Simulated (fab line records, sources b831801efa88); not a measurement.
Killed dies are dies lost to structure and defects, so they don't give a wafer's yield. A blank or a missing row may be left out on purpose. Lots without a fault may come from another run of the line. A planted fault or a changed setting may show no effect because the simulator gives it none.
fab line records | flow gf180mcu
record lots=12 wafers=36 last_day=34
route steps=602 shown VT_IMPLANT@97 HV_LDD@206 PSD@263
lots that met no fault: from a run of the same line without faults
start_h: hours from the record's first day to the start of the lot's first wafer shown | wait_h: hours since the lot's step before | " the same as in the row above | L1.1+2: a row that stands for several wafers | - no value, or no start given | * or withheld: withheld | < > ~ a bound
route shown NAME@n: a module of which the file shows steps, and the number in the route of the first | usual: mean/standard deviation of fault-free wafers | same: alike in all rows | chamber/n: place in a boat | sites: the reading at each site | _std_site: their standard deviation | _edge_site: outer sites' mean less inner sites' | radius_mm: how far each site lies from the wafer's centre | mask NAME#n: copy n | behind: the tool/chamber that last shaped the wafer | hold: why the lot was held/for how many hours/how that ended | device: the transistor (n, p or np) that didn't switch | end of line: the same wafers' tests at the end of the route | a step without rows: its recipe alone | killed: dies lost to structure and defects at the first sort, not the wafer's yield | map: a wafer's dies, x killed, . not, _ none there
set.NAME: the setting as run; set.NAME@STEP: as run at that earlier step | model.NAME: the simulator's own value behind a step, which no gauge read
steps of the route over a sample of lots; a table a step, a row a wafer
services: from which hour (start_h, from the record's first day; less than 0 if before it) a tool's chamber was out of use, for how many hours, and why
## steps
# step GF_VT_IMPLANT_OVL_MEAS_07
# usual VT_IMPLANT_OVL=-0.9/1.5
# columns lot.wafer tool chamber start_h wait_h VT_IMPLANT_OVL[nm]
L171.2 overlay-01 - 117.29 0.1 0.4
L171.4 " - " " -1.3
L171.6 " - " " -0.3
L172.1 overlay-01 - 125.54 0.1 -2.5
L172.2 " - " " -1.7
L172.4 " - " " -2.1
L173.1 overlay-01 - 131.85 0.1 -2.8
L173.3 " - " " -3.4
L173.5 " - " " -0.4
L174.2 overlay-02 - 137.54 0.1 -1.7
L174.3 " - " " -1.8
L174.5 " - " " 0.0
L175.1 overlay-01 - 145.19 0.1 -3.6
L175.4 " - " " -2.3
L175.6 " - " " -0.7
L177.2 overlay-02 - 154.94 0.1 -1.0
L177.3 " - " " 2.3
L177.4 " - " " 1.1
L185.3 overlay-02 - 203.00 0.1 0.5
L185.4 " - " " 0.9
L185.6 " - " " 1.0
L187.2 overlay-01 - 212.64 0.1 -2.7
L187.4 " - " " -3.1
L187.5 " - " " -3.1
L189.3 overlay-02 - 225.34 0.1 1.3
L189.5 " - " " -1.4
L189.6 " - " " -1.5
L191.1 overlay-01 - 237.89 0.1 0.9
L191.2 " - " " 0.9
L191.3 " - " " -2.0
L192.2 overlay-01 - 242.29 0.1 -2.6
L192.5 " - " " -1.6
L192.6 " - " " -3.0
L193.2 overlay-01 - 249.14 0.1 0.1
L193.4 " - " " -1.3
L193.6 " - " " -0.5
# step GF_HV_LDD_DEVELOP_30
# recipe develop_time_s=60 dev_temp_c=23
# columns lot.wafer tool chamber start_h wait_h
L171.2+4+6 litho_track-04 0 270.17 0.1
L173.1+3+5 litho_track-04 0 283.29 0.1
L172.1+2+4 litho_track-04 0 284.19 0.1
L174.2+3+5 litho_track-03 0 290.66 0.1
L175.1+4+6 litho_track-04 0 301.59 0.1
L177.2+3+4 litho_track-04 0 314.52 0.1
L185.3+4+6 litho_track-02 0 378.70 0.1
L187.2+4+5 litho_track-03 0 384.91 0.1
L189.3+5+6 litho_track-03 0 402.48 0.1
L191.1+2+3 litho_track-04 0 411.74 0.1
L192.2+5+6 litho_track-02 0 422.28 0.1
L193.2+4+6 litho_track-02 0 423.33 0.1
# step GF_HV_LDD_CD_MEAS_31
# recipe target_cd_nm=400
# usual cd_nm=400.1/2.1
# columns lot.wafer tool chamber start_h wait_h cd_nm
L171.2 cd_sem-02 - 270.31 0.1 402.0
L171.4 " - " " 403.0
L171.6 " - " " 402.9
L173.1 cd_sem-01 - 283.44 0.1 399.5
L173.3 " - " " 403.1
L173.5 " - " " 400.2
L172.1 cd_sem-02 - 284.40 0.2 401.9
L172.2 " - " " 399.7
L172.4 " - " " 400.8
L174.2 cd_sem-02 - 290.81 0.1 399.6
L174.3 " - " " 397.0
L174.5 " - " " 400.6
L175.1 cd_sem-02 - 301.74 0.1 -
L175.4 " - " " -
L175.6 " - " " -
L177.2 cd_sem-01 - 314.66 0.1 -
L177.3 " - " " -
L177.4 " - " " -
L185.3 cd_sem-01 - 378.84 0.1 403.3
L185.4 " - " " 403.5
L185.6 " - " " 402.4
L187.2 cd_sem-01 - 385.05 0.1 399.9
L187.4 " - " " 403.0
L187.5 " - " " 402.4
L189.3 cd_sem-01 - 402.62 0.1 401.6
L189.5 " - " " 400.9
L189.6 " - " " 398.1
L191.1 cd_sem-01 - 411.89 0.1 401.3
L191.2 " - " " 401.6
L191.3 " - " " 402.1
L192.2 cd_sem-02 - 422.42 0.1 400.1
L192.5 " - " " 401.7
L192.6 " - " " 400.2
L193.2 cd_sem-01 - 423.47 0.1 399.4
L193.4 " - " " 398.5
L193.6 " - " " 397.5
# step GF_HV_LDD_OVL_MEAS_32
# usual HV_LDD_02_OVL=0.7/1.2
# columns lot.wafer tool chamber start_h wait_h HV_LDD_02_OVL[nm]
L171.2 overlay-02 - 270.42 0.1 1.3
L171.4 " - " " 0.0
L171.6 " - " " 0.1
L173.1 overlay-02 - 283.56 0.1 0.7
L173.3 " - " " 1.2
L173.5 " - " " -1.0
L172.1 overlay-02 - 284.52 0.1 2.1
L172.2 " - " " 2.2
L172.4 " - " " 2.4
L174.2 overlay-01 - 290.91 0.1 2.1
L174.3 " - " " 1.5
L174.5 " - " " 2.9
L175.1 overlay-02 - 301.86 0.1 -
L175.4 " - " " -
L175.6 " - " " -
L177.2 overlay-01 - 314.77 0.1 -
L177.3 " - " " -
L177.4 " - " " -
L185.3 overlay-01 - 378.93 0.1 0.1
L185.4 " - " " 1.0
L185.6 " - " " 0.7
L187.2 overlay-02 - 385.16 0.1 2.3
L187.4 " - " " 2.3
L187.5 " - " " 2.5
L189.3 overlay-01 - 402.72 0.1 1.4
L189.5 " - " " -0.5
L189.6 " - " " -0.2
L191.1 overlay-01 - 412.01 0.1 0.4
L191.2 " - " " 0.4
L191.3 " - " " 0.1
L192.2 overlay-01 - 422.53 0.1 2.4
L192.5 " - " " -1.4
L192.6 " - " " 1.4
L193.2 overlay-01 - 423.58 0.1 0.8
L193.4 " - " " -0.5
L193.6 " - " " -0.7
# step GF_HV_LDD_TW_MEAS_38
# usual HV_LDD_3_TW=1445/5.6
# columns lot.wafer tool chamber start_h wait_h hold HV_LDD_3_TW
L171.2 film_metro-01 - 271.16 0.1 - 1445
L171.4 " - " " - 1447
L171.6 " - " " - 1448
L173.1 film_metro-04 - 284.30 0.1 - 1444
L173.3 " - " " - 1445
L173.5 " - " " - 1452
L172.1 film_metro-01 - 285.26 0.1 - 1451
L172.2 " - " " - 1444
L172.4 " - " " - 1444
L174.2 film_metro-03 - 291.65 0.1 - 1448
L174.3 " - " " - 1449
L174.5 " - " " - 1449
L175.1 film_metro-04 - 302.60 0.1 await_dispo/0.2h/release 30
L175.4 " - " " await_dispo/0.2h/release 30
L175.6 " - " " await_dispo/0.2h/release 30
L175.1 film_metro-04 - 302.83 0.2 - 30
L175.4 " - " " - 30
L175.6 " - " " - 30
L177.2 film_metro-03 - 315.51 0.1 await_dispo/0.2h/release 30
L177.3 " - " " await_dispo/0.2h/release 30
L177.4 " - " " await_dispo/0.2h/release 30
L177.2 film_metro-03 - 315.74 0.2 - 30
L177.3 " - " " - 30
L177.4 " - " " - 30
L185.3 film_metro-01 - 379.68 0.1 - 1438
L185.4 " - " " - 1439
L185.6 " - " " - 1438
L187.2 film_metro-01 - 385.90 0.1 - 1433
L187.4 " - " " - 1443
L187.5 " - " " - 1435
L189.3 film_metro-03 - 403.46 0.1 - 1436
L189.5 " - " " - 1433
L189.6 " - " " - 1442
L191.1 film_metro-04 - 412.75 0.1 - 1455
L191.2 " - " " - 1455
L191.3 " - " " - 1449
L192.2 film_metro-04 - 423.27 0.1 - 1446
L192.5 " - " " - 1452
L192.6 " - " " - 1443
L193.2 film_metro-01 - 424.32 0.1 - 1444
L193.4 " - " " - 1444
L193.6 " - " " - 1438
# step GF_HV_LDD_ETCHBACK_58
# recipe chemistry=CH3F/O2 target=Si3N4 stop_on=SiO2 source_w=400 bias_w=80 pressure_mtorr=25 ch3f_flow_sccm=40 O2_flow_sccm=30 time_s=100 target_depth_a=900
# usual ch3f_flow_sccm=40.00/0.13 chamber_pressure_mTorr=25.00/0.031 drypump_motor_current_A=5.7/0.4 oes_product_au=0.844/0.0063 throttle_valve_pct=10.561/0.01
# columns lot.wafer tool chamber start_h wait_h ch3f_flow_sccm chamber_pressure_mTorr drypump_motor_current_A oes_product_au rf_hours_counter_h throttle_valve_pct
L171.2 rie_diel-04 2 293.25 0.0 40.12 24.98 5.5 0.848 13 10.559
L171.4 " 0 " " 39.94 24.96 6.0 0.843 45 10.566
L171.6 " 0 " " 40.08 24.99 6.1 0.844 - 10.563
L173.1 rie_diel-01 0 306.16 0.1 40.18 25.02 5.2 0.830 15 10.577
L173.3 " 2 " " 40.11 24.99 5.6 0.826 6 10.552
L173.5 " 0 " " 40.08 25.00 5.2 0.834 - 10.562
L172.1 rie_diel-01 3 308.21 0.1 39.86 24.99 5.0 0.847 2 10.550
L172.2 " 0 " " 40.03 25.01 5.2 0.849 15 10.578
L172.4 " 2 " " 40.16 25.00 5.6 0.846 6 10.549
L174.2 rie_diel-04 1 313.82 0.0 40.15 25.02 5.5 0.840 64 10.550
L174.3 " 0 " " 40.17 24.99 6.1 0.843 45 10.556
L174.5 " 0 " " 40.08 25.02 6.1 0.828 - 10.563
L185.3 rie_diel-04 3 405.87 0.0 40.10 24.99 5.8 0.849 73 10.569
L185.4 " 1 " " 39.91 25.00 5.5 0.846 65 10.573
L185.6 " 1 " " 39.88 25.00 5.6 0.848 - 10.572
L187.2 rie_diel-04 2 412.28 0.0 39.87 25.00 5.4 0.840 16 10.566
L187.4 " 0 " " 40.11 25.00 6.1 0.842 48 10.549
L187.5 " 3 " " 39.93 24.98 5.8 0.846 - 10.558
L189.3 rie_diel-02 2 431.64 0.0 39.93 25.02 6.6 0.845 96 10.575
L189.5 " 2 " " 39.97 24.97 6.6 0.838 - 10.557
L189.6 " 3 " " 39.99 25.04 6.1 0.837 - 10.564
L191.1 rie_diel-04 0 439.65 0.1 40.08 25.04 6.0 0.855 48 10.559
L191.2 " 1 " " 40.01 24.97 5.5 0.857 66 10.589
L191.3 " 3 " " 39.89 24.99 5.8 0.841 73 10.540
L192.2 rie_diel-04 2 450.66 0.0 39.94 25.01 5.5 0.845 16 10.560
L192.5 " 0 " " 40.04 24.98 6.1 0.834 - 10.579
L192.6 " 1 " " 40.23 25.01 5.5 0.827 - 10.557
L193.2 rie_diel-04 2 451.35 0.0 40.01 24.97 5.4 0.840 16 10.575
L193.4 " 3 " " 40.08 24.98 5.8 0.839 74 10.570
L193.6 " 2 " " 39.94 24.97 5.4 0.846 - 10.549
# step GF_PSD_RS_MEAS_15
# recipe thk_meas_gauge=four-point-probe
# usual PSD_RS=108.66/0.3
# columns lot.wafer tool chamber start_h wait_h PSD_RS[ohm/sq]
L171.2 film_metro-01 - 334.28 0.1 108.95
L171.4 " - " " 108.55
L171.6 " - " " 108.69
L173.1 film_metro-01 - 348.90 0.1 108.40
L173.3 " - " " 108.56
L173.5 " - " " 108.62
L172.1 film_metro-04 - 349.51 0.1 108.63
L172.2 " - " " 109.06
L172.4 " - " " 109.07
L174.2 film_metro-02 - 357.67 0.1 108.91
L174.3 " - " " 108.78
L174.5 " - " " 108.95
L185.3 film_metro-04 - 454.31 0.1 108.74
L185.4 " - " " 108.95
L185.6 " - " " 108.90
L187.2 film_metro-02 - 460.67 0.1 108.18
L187.4 " - " " 108.38
L187.5 " - " " 108.50
L189.3 film_metro-01 - 483.60 0.1 108.60
L189.5 " - " " 108.26
L189.6 " - " " 108.73
L191.1 film_metro-01 - 488.77 0.1 109.25
L191.2 " - " " 108.84
L191.3 " - " " 108.95
L192.2 film_metro-04 - 499.33 0.1 108.31
L192.5 " - " " 108.02
L192.6 " - " " 108.36
L193.2 film_metro-01 - 499.77 0.1 108.86
L193.4 " - " " 108.84
L193.6 " - " " 108.80
## services
# columns tool chamber start_h hours kind
litho_track-04 - 255.35 - consumable_replace:filter
rie_diel-02 2 259.02 3.0 repair
rie_diel-02 0 260.20 2.8 repair
rie_diel-04 - 303.22 1.0 repair
rie_diel-04 2 303.42 3.6 repair
rie_diel-01 3 311.16 2.5 repair
rie_diel-04 1 338.67 20.4 repair
rie_diel-02 1 351.21 10.5 repair
rie_diel-01 0 431.53 8.2 repair
## key
first_sign step=GF_HV_LDD_CD_MEAS_31 reading=cd_nm direction=missing
effect step=GF_HV_LDD_OVL_MEAS_32 reading=HV_LDD_02_OVL direction=missing
effect step=GF_HV_LDD_TW_MEAS_38 reading=visit direction=added
effect step=GF_HV_LDD_TW_MEAS_38 reading=HV_LDD_3_TW direction=down sigmas=99+ usual=1445 struck=30
met_at GF_HV_LDD_DEVELOP_30
struck_lots L175,L177
scrapped_behind GF_HV_LDD_TW_MEAS_38 L175.1,L175.4,L175.6,L177.2,L177.3,L177.4
not_acting_at GF_VT_IMPLANT_OVL_MEAS_07,GF_HV_LDD_ETCHBACK_58,GF_PSD_RS_MEAS_15
onset_between 284.19 301.59
fault kind=process_parameter_drift tool=litho_track-04 chamber=- onset_h=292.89 steps=GF_HV_LDD_DEVELOP_30 channel=develop_time_s offset=* shape=step end_h=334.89 acts_in=* stated=*
